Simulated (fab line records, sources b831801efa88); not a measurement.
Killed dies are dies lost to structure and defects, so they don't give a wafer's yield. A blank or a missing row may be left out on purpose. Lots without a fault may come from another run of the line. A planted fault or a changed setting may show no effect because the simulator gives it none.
Which tool did it? | flow gf180mcu | 6 lots, 18 wafers sampled, at 3 steps of a route of 602

WHAT THE GAUGES READ, wafer by wafer
GF_CONTACT_THK_MEAS_01.
lot  | measured     | on            | CONTACT_CVD_00_THK (nm)
L209 | day 15 21:24 | film_metro-02 | 308 304 293
L216 | day 16 21:25 | film_metro-01 | 303 304 306
L218 | day 17 15:04 | film_metro-01 | 305 302 305
L221 | day 18 13:37 | film_metro-03 | 298 302 308
L226 | day 20 12:13 | film_metro-01 | 306 152 306
L230 | day 22 00:30 | film_metro-03 | 301 305 307

WHICH TOOL RAN EACH LOT (tool, then ch and the chambers of the sampled wafers, then the start)
lot  | GF_DUAL_GATE_STRIP_13                | GF_CONTACT_CVD_00
L209 | plasma_asher-01 ch 0,1, day 9 00:22  | hdpcvd-02 ch 1,2, day 15 21:21
L216 | plasma_asher-02 ch 0,1, day 9 19:19  | hdpcvd-01 ch 1,2, day 16 21:23
L218 | plasma_asher-01 ch 0,1, day 10 07:58 | hdpcvd-01 ch 0,1,2, day 17 15:01
L221 | plasma_asher-01 ch 0,1, day 11 01:39 | hdpcvd-01 ch 0,1,2, day 18 13:34
L226 | plasma_asher-01 ch 0,1, day 12 13:32 | hdpcvd-02 ch 0,1, day 20 12:10
L230 | plasma_asher-01 ch 0,1, day 13 19:18 | hdpcvd-01 ch 1,2, day 22 00:27
- GF_DUAL_GATE_STRIP_13: strips in O2/N2.
- GF_CONTACT_CVD_00: deposits SiO2, target thk 300 nm, time 50 s.

THE ANSWER, worked out from the rows above alone
Rule: what is usual is taken from the lots themselves. Put in order of their means at a reading, lots are off if they are a third of the lots or fewer, leave a main group of 4 or more, and stand apart from it by a gap of 3 or more times the standard deviation of the main group's means; of several such gaps the widest counts. A main group whose means are all the same, to the digits that the tables above print for the reading, isn't used. A lot without any number at a reading at which 4 lots or more have one is off too. The other lots that the step has rows for count as sound.
Off: L226, at GF_CONTACT_THK_MEAS_01 (CONTACT_CVD_00_THK). The main group: mean 303 nm, standard deviation 1.1.
A tool fits if, at a process step before that reading, it ran every lot that is off, and no sound lot after the first of them. The gauges at GF_CONTACT_THK_MEAS_01 are tried like those tools. Can't be told from this: 2 tools fit, hdpcvd-02 at GF_CONTACT_CVD_00, film_metro-01 at GF_CONTACT_THK_MEAS_01.

WHAT THE SIMULATOR HAD PUT IN
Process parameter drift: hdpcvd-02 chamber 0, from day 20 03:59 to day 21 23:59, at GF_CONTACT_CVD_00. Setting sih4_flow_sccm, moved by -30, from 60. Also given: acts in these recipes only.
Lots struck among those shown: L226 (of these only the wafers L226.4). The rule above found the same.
